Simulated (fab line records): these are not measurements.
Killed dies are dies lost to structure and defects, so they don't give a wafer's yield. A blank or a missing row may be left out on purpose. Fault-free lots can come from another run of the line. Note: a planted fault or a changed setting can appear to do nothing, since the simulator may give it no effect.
fab line records    flow sky130
record lots=15  wafers=45  last-day=52
route steps=708 shown VT_ADJUST_NCORE@130 VT_ADJUST_PCH@151 SONOS_TUNNEL@162
lots that met no fault: taken from a fault-free run of the same line
start-h: hours from the record's opening day to when the first of the lot's shown wafers began    wait-h: how many hours have passed since the lot's step before this one    " identical to the entry in the row above    L1.1+2: one row covering several wafers at once    - either no value or no given start    * or withheld: withheld    < > ~ a bound
route shown NAME@n: NAME is a module with steps in the file, n the number in the route of the first one    usual: mean and standard deviation over wafers with no fault    same: alike in all rows    chamber/n: place in a boat    sites: readings site by site    _std_site: standard deviation across them    _edge_site: inner sites' mean taken away from outer sites' mean    radius-mm: for every site, how far away it sits from the centre of the wafer    mask NAME#n: copy n    behind: the tool/chamber that last shaped the wafer    hold: what put the lot on hold/how long, in hours/how the hold closed    device: which transistor (n, p or np) failed to switch    end of line: at the end of the route, the tests of the same wafers    a step without rows: its recipe alone    killed: dies lost to structure and defects at the first sort, not the wafer's yield    map: a wafer's dies, marking killed ones x, the rest . and places with no die _
set.NAME: the setting the step ran with; set.NAME@STEP: the setting that earlier step ran with    model.NAME: the simulator's own value behind a step, which no gauge read
a sample of lots followed through the steps of the route, with each step as a table and each wafer as a row
services: the hour from which a tool's chamber was out of use, counted from the record's first day as start-h (under 0 if before that day), plus the number of hours and why
## steps
# step SKY_VT_ADJUST_NCORE_TW_MEAS_11
# usual VT_ADJUST_NCORE_TW=218.6/1.8
lot.wafer  tool           chamber  start-h  wait-h  VT_ADJUST_NCORE_TW
L605.4     film-metro-02  -        194.08   0.1     220.8
L605.5     "              -        "        "       221.4
L605.6     "              -        "        "       220.9
L606.3     film-metro-02  -        204.92   0.1     220.8
L606.4     "              -        "        "       220.1
L606.6     "              -        "        "       221.6
L607.4     film-metro-01  -        210.63   0.1     219.3
L607.5     "              -        "        "       219.4
L607.6     "              -        "        "       219.2
L609.1     film-metro-03  -        228.77   0.1     216.8
L609.2     "              -        "        "       218.0
L609.5     "              -        "        "       217.9
L610.1     film-metro-03  -        237.05   0.1     217.1
L610.2     "              -        "        "       218.3
L610.6     "              -        "        "       215.8
L611.1     film-metro-02  -        239.60   0.1     219.4
L611.2     "              -        "        "       219.0
L611.5     "              -        "        "       218.2
L612.1     film-metro-03  -        248.95   0.1     215.2
L612.5     "              -        "        "       216.7
L612.6     "              -        "        "       215.9
L613.1     film-metro-01  -        261.00   0.1     219.3
L613.3     "              -        "        "       219.9
L613.5     "              -        "        "       218.3
L614.1     film-metro-03  -        265.66   0.1     219.0
L614.3     "              -        "        "       217.2
L614.4     "              -        "        "       217.2
L615.2     film-metro-03  -        270.72   0.1     218.3
L615.3     "              -        "        "       217.5
L615.4     "              -        "        "       217.7
L616.4     film-metro-02  -        282.34   0.1     220.2
L616.5     "              -        "        "       220.7
L616.6     "              -        "        "       220.5
L617.1     film-metro-03  -        290.20   0.1     216.2
L617.2     "              -        "        "       216.9
L617.5     "              -        "        "       215.9
L618.1     film-metro-02  -        294.81   0.1     219.0
L618.4     "              -        "        "       220.1
L618.6     "              -        "        "       220.8
L625.2     film-metro-03  -        346.87   0.1     215.9
L625.3     "              -        "        "       216.3
L625.6     "              -        "        "       216.2
L626.1     film-metro-01  -        356.00   0.1     220.3
L626.3     "              -        "        "       220.8
L626.6     "              -        "        "       219.8
# step SKY_VT_ADJUST_PCH_IMPLANT_08
# recipe species=B  energy-kev=10  dose-cm2=5e+11  tilt-deg=withheld
# usual beam-energy-keV=10.001/0.0034  beam-on-s=10.01/0.2
lot.wafer  tool          chamber  start-h  wait-h  beam-energy-keV  beam-on-s
L605.4     implanter-01  0        241.45   0.1     10.000           9.89
L605.5     "             0        "        "       9.999            10.34
L605.6     "             0        "        "       9.997            9.93
L606.3     implanter-02  0        253.78   0.1     9.992            9.86
L606.4     "             0        "        "       9.999            10.04
L606.6     "             0        "        "       10.007           10.02
L607.4     implanter-04  0        260.25   0.3     10.004           10.12
L607.5     "             0        "        "       10.003           9.90
L607.6     "             0        "        "       10.006           9.95
L609.1     implanter-04  0        280.23   0.0     10.006           10.00
L609.2     "             0        "        "       10.005           9.91
L609.5     "             0        "        "       10.004           10.58
L610.1     implanter-01  0        288.88   0.0     9.999            10.22
L610.2     "             0        "        "       10.003           10.02
L610.6     "             0        "        "       10.002           10.02
L611.1     implanter-01  0        291.58   0.0     9.996            9.93
L611.2     "             0        "        "       10.001           9.71
L611.5     "             0        "        "       9.997            10.20
L612.1     implanter-02  0        300.13   0.0     10.002           10.07
L612.5     "             0        "        "       10.006           10.31
L612.6     "             0        "        "       10.003           9.84
L613.1     implanter-02  0        312.43   0.0     10.002           9.72
L613.3     "             0        "        "       10.000           9.90
L613.5     "             0        "        "       10.002           10.35
L614.1     implanter-02  0        317.38   0.0     10.002           9.76
L614.3     "             0        "        "       10.001           10.19
L614.4     "             0        "        "       10.001           9.93
L615.2     implanter-04  0        322.65   0.0     10.002           9.62
L615.3     "             0        "        "       10.000           10.04
L615.4     "             0        "        "       9.996            10.14
L616.4     implanter-02  -        334.05   0.1     -                -
L616.5     "             -        "        "       -                -
L616.6     "             -        "        "       -                -
L617.1     implanter-01  -        342.83   0.0     -                -
L617.2     "             -        "        "       -                -
L617.5     "             -        "        "       -                -
L618.1     implanter-04  -        348.18   0.0     -                -
L618.4     "             -        "        "       -                -
L618.6     "             -        "        "       -                -
L625.2     implanter-02  0        407.30   0.0     9.995            10.00
L625.3     "             0        "        "       9.996            10.10
L625.6     "             0        "        "       9.996            10.09
L626.1     implanter-02  0        417.58   0.0     10.001           10.36
L626.3     "             0        "        "       10.001           9.67
L626.6     "             0        "        "       10.001           9.84
# step SKY_VT_ADJUST_PCH_STRIP_09
# recipe chemistry=O2/N2  power-w=1400  pressure-mtorr=1500  platen-temp-c=withheld  o2-flow-sccm=3000  n2-flow-sccm=300  overash-fraction=0.5
# usual drypump-motor-current-A=5.8/0.46  n2-flow-sccm=300.0/0.85  oes-product-au=0.723/0.0046  strip-time-to-endpoint-s=36.93/0.094
lot.wafer  tool             chamber  start-h  wait-h  drypump-motor-current-A  n2-flow-sccm  oes-product-au  rf-hours-counter-h  strip-time-to-endpoint-s
L605.4     plasma-asher-04  0        241.56   0.1     6.0                      300.8         0.713           -                   36.93
L605.5     "                1        "        "       5.7                      300.4         0.729           -                   37.01
L605.6     "                0        "        "       6.0                      301.0         0.722           -                   36.91
L606.3     plasma-asher-03  0        253.91   0.1     5.0                      300.2         0.724           -                   37.03
L606.4     "                1        "        "       6.7                      299.1         0.729           -                   36.87
L606.6     "                0        "        "       5.0                      300.1         0.718           -                   36.89
L607.4     plasma-asher-02  0        260.36   0.1     5.6                      299.3         0.723           -                   37.09
L607.5     "                0        "        "       5.6                      299.3         0.722           -                   37.17
L607.6     "                1        "        "       6.0                      300.0         0.720           -                   37.08
L609.1     plasma-asher-03  0        280.38   0.1     5.0                      298.4         0.716           57                  36.98
L609.2     "                1        "        "       6.7                      298.9         0.717           57                  36.97
L609.5     "                1        "        "       6.7                      298.7         0.718           -                   37.12
L610.1     plasma-asher-02  0        289.03   0.1     5.6                      300.0         0.729           49                  37.03
L610.2     "                1        "        "       6.0                      299.6         0.726           49                  36.96
L610.6     "                0        "        "       5.6                      299.6         0.718           -                   36.90
L611.1     plasma-asher-03  0        291.73   0.1     5.0                      300.8         0.720           58                  36.90
L611.2     "                1        "        "       6.7                      299.6         0.730           58                  36.74
L611.5     "                0        "        "       5.0                      301.5         0.724           -                   36.87
L612.1     plasma-asher-04  1        300.28   0.1     5.7                      298.5         0.723           19                  36.87
L612.5     "                1        "        "       5.7                      299.0         0.714           -                   36.81
L612.6     "                0        "        "       6.0                      297.6         0.722           -                   36.81
L613.1     plasma-asher-03  0        312.58   0.1     5.0                      298.6         0.722           60                  36.87
L613.3     "                0        "        "       4.9                      299.8         0.720           -                   36.96
L613.5     "                0        "        "       4.9                      300.4         0.726           -                   36.92
L614.1     plasma-asher-03  1        317.53   0.1     6.7                      299.0         0.726           60                  36.88
L614.3     "                0        "        "       5.0                      299.9         0.727           -                   36.93
L614.4     "                1        "        "       6.7                      300.3         0.730           -                   36.96
L615.2     plasma-asher-02  0        322.78   0.1     5.6                      299.9         0.728           53                  36.89
L615.3     "                0        "        "       5.5                      299.7         0.721           -                   36.84
L615.4     "                1        "        "       6.0                      300.0         0.727           -                   36.72
L616.4     plasma-asher-02  0        334.16   0.1     5.6                      299.9         0.729           -                   36.96
L616.5     "                1        "        "       6.0                      299.3         0.722           -                   36.98
L616.6     "                0        "        "       5.5                      300.6         0.719           -                   36.96
L617.1     plasma-asher-02  1        342.98   0.1     6.0                      300.9         0.718           55                  36.96
L617.2     "                0        "        "       5.6                      300.1         0.725           55                  36.91
L617.5     "                1        "        "       6.0                      301.1         0.717           -                   36.94
L618.1     plasma-asher-04  1        348.33   0.1     5.7                      299.8         0.719           24                  36.88
L618.4     "                0        "        "       6.0                      298.8         0.721           -                   36.97
L618.6     "                0        "        "       6.0                      301.1         0.727           -                   36.96
L625.2     plasma-asher-04  0        407.43   0.1     6.0                      300.3         0.724           30                  36.80
L625.3     "                1        "        "       5.7                      300.2         0.725           -                   36.67
L625.6     "                0        "        "       6.0                      299.9         0.724           -                   36.77
L626.1     plasma-asher-03  1        417.73   0.1     6.6                      300.7         0.721           71                  36.98
L626.3     "                0        "        "       5.0                      300.7         0.718           -                   37.00
L626.6     "                1        "        "       6.7                      301.5         0.717           -                   37.14
# step SKY_VT_ADJUST_PCH_TW_MEAS_10
# usual VT_ADJUST_PCH_TW=142.9/0.64
lot.wafer  tool           chamber  start-h  wait-h  VT_ADJUST_PCH_TW
L605.4     film-metro-04  -        241.66   0.1     142.9
L605.5     "              -        "        "       142.1
L605.6     "              -        "        "       143.1
L606.3     film-metro-01  -        254.00   0.1     142.5
L606.4     "              -        "        "       142.9
L606.6     "              -        "        "       142.8
L607.4     film-metro-04  -        260.46   0.1     141.8
L607.5     "              -        "        "       142.0
L607.6     "              -        "        "       142.2
L609.1     film-metro-02  -        280.48   0.1     143.3
L609.2     "              -        "        "       143.8
L609.5     "              -        "        "       142.4
L610.1     film-metro-01  -        289.13   0.1     141.6
L610.2     "              -        "        "       142.6
L610.6     "              -        "        "       142.8
L611.1     film-metro-02  -        291.83   0.1     142.5
L611.2     "              -        "        "       142.9
L611.5     "              -        "        "       142.6
L612.1     film-metro-02  -        300.38   0.1     143.9
L612.5     "              -        "        "       143.2
L612.6     "              -        "        "       142.3
L613.1     film-metro-02  -        312.68   0.1     143.2
L613.3     "              -        "        "       143.8
L613.5     "              -        "        "       143.2
L614.1     film-metro-04  -        317.63   0.1     142.6
L614.3     "              -        "        "       142.4
L614.4     "              -        "        "       142.6
L615.2     film-metro-02  -        322.89   0.1     144.4
L615.3     "              -        "        "       143.7
L615.4     "              -        "        "       143.1
L616.4     film-metro-04  -        334.26   0.1     30.0
L616.5     "              -        "        "       29.8
L616.6     "              -        "        "       30.0
L617.1     film-metro-02  -        343.08   0.1     30.1
L617.2     "              -        "        "       30.3
L617.5     "              -        "        "       30.2
L618.1     film-metro-01  -        348.43   0.1     30.0
L618.4     "              -        "        "       30.2
L618.6     "              -        "        "       30.0
L625.2     film-metro-01  -        407.54   0.1     142.9
L625.3     "              -        "        "       142.1
L625.6     "              -        "        "       143.2
L626.1     film-metro-04  -        417.83   0.1     142.0
L626.3     "              -        "        "       142.2
L626.6     "              -        "        "       142.9
# step SKY_SONOS_TUNNEL_OVL_MEAS_08
# usual SONOS_TUNNEL_OVL=0.2/1.3
lot.wafer  tool        chamber  start-h  wait-h  SONOS_TUNNEL_OVL[nm]
L605.4     overlay-02  -        267.43   0.1     -1.2
L605.5     "           -        "        "       0.8
L605.6     "           -        "        "       0.6
L606.3     overlay-01  -        280.48   0.1     0.3
L606.4     "           -        "        "       1.9
L606.6     "           -        "        "       1.4
L607.4     overlay-02  -        286.48   0.1     -0.1
L607.5     "           -        "        "       1.7
L607.6     "           -        "        "       -0.9
L609.1     overlay-01  -        305.32   0.1     -2.3
L609.2     "           -        "        "       -0.3
L609.5     "           -        "        "       -1.8
L610.1     overlay-01  -        314.11   0.1     -2.0
L610.2     "           -        "        "       0.0
L610.6     "           -        "        "       0.5
L611.1     overlay-01  -        317.36   0.1     -2.6
L611.2     "           -        "        "       -1.2
L611.5     "           -        "        "       -2.3
L612.1     overlay-01  -        326.56   0.1     0.3
L612.5     "           -        "        "       0.7
L612.6     "           -        "        "       0.8
L613.1     overlay-02  -        339.76   0.1     -0.5
L613.3     "           -        "        "       2.6
L613.5     "           -        "        "       2.0
L614.1     overlay-02  -        344.77   0.1     3.7
L614.3     "           -        "        "       0.7
L614.4     "           -        "        "       1.7
L615.2     overlay-02  -        350.83   0.1     -1.8
L615.3     "           -        "        "       -1.0
L615.4     "           -        "        "       -1.9
L625.2     overlay-01  -        439.12   0.1     -0.5
L625.3     "           -        "        "       -0.1
L625.6     "           -        "        "       1.0
L626.1     overlay-01  -        450.07   0.1     0.4
L626.3     "           -        "        "       -0.3
L626.6     "           -        "        "       -1.5
## services
tool             chamber  start-h  hours  kind
implanter-01     -        234.40   1.6    repair
plasma-asher-04  -        249.56   3.8    repair
plasma-asher-03  -        254.60   2.8    pm
plasma-asher-03  -        263.35   3.4    repair
plasma-asher-02  -        273.47   9.9    repair
implanter-01     -        296.42   0.5    repair
implanter-01     -        311.21   1.8    repair
implanter-02     -        338.65   1.1    repair
implanter-01     -        351.21   5.4    repair
implanter-04     -        353.68   2.7    pm
plasma-asher-03  -        374.58   0.4    repair
## key
first-sign step=SKY_VT_ADJUST_PCH_IMPLANT_08  reading=tool-record  direction=missing
effect step=SKY_VT_ADJUST_PCH_TW_MEAS_10  reading=VT_ADJUST_PCH_TW  direction=down  sigmas=99+  usual=142.9  struck=30.1
met-at SKY_VT_ADJUST_PCH_IMPLANT_08
struck-lots L616,L617,L618
later-rows-left-out L616.4,L616.5,L616.6,L617.1,L617.2,L617.5,L618.1,L618.4,L618.6
sort-left-out L616.4,L616.5,L616.6,L617.1,L617.2,L617.5,L618.1,L618.4,L618.6
tester-left-out L616,L617,L618
not-acting-at SKY_VT_ADJUST_NCORE_TW_MEAS_11,SKY_VT_ADJUST_PCH_STRIP_09,SKY_SONOS_TUNNEL_OVL_MEAS_08
onset-between 322.65 334.05
fault kind=skipped-step-whole  tool=implanter-01,implanter-02,implanter-04  chamber=-  onset-h=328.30  steps=SKY_VT_ADJUST_PCH_IMPLANT_08  scope=struck-lots-only
# tester-left-out: of these lots the tester's yield and bins aren't shown, on N5 and GAA mostly nor the transistor test; their killed dies are dies lost to structure and defects alone, not to doping, threshold or leakage, so they don't give the yield
# sort-left-out: the simulated sort isn't trusted on such a fault, so these wafers' sort isn't shown, and their yield isn't known
# later-rows-left-out: the simulator's readings of these wafers behind a module that went badly wrong aren't trusted and aren't shown, but for the sort
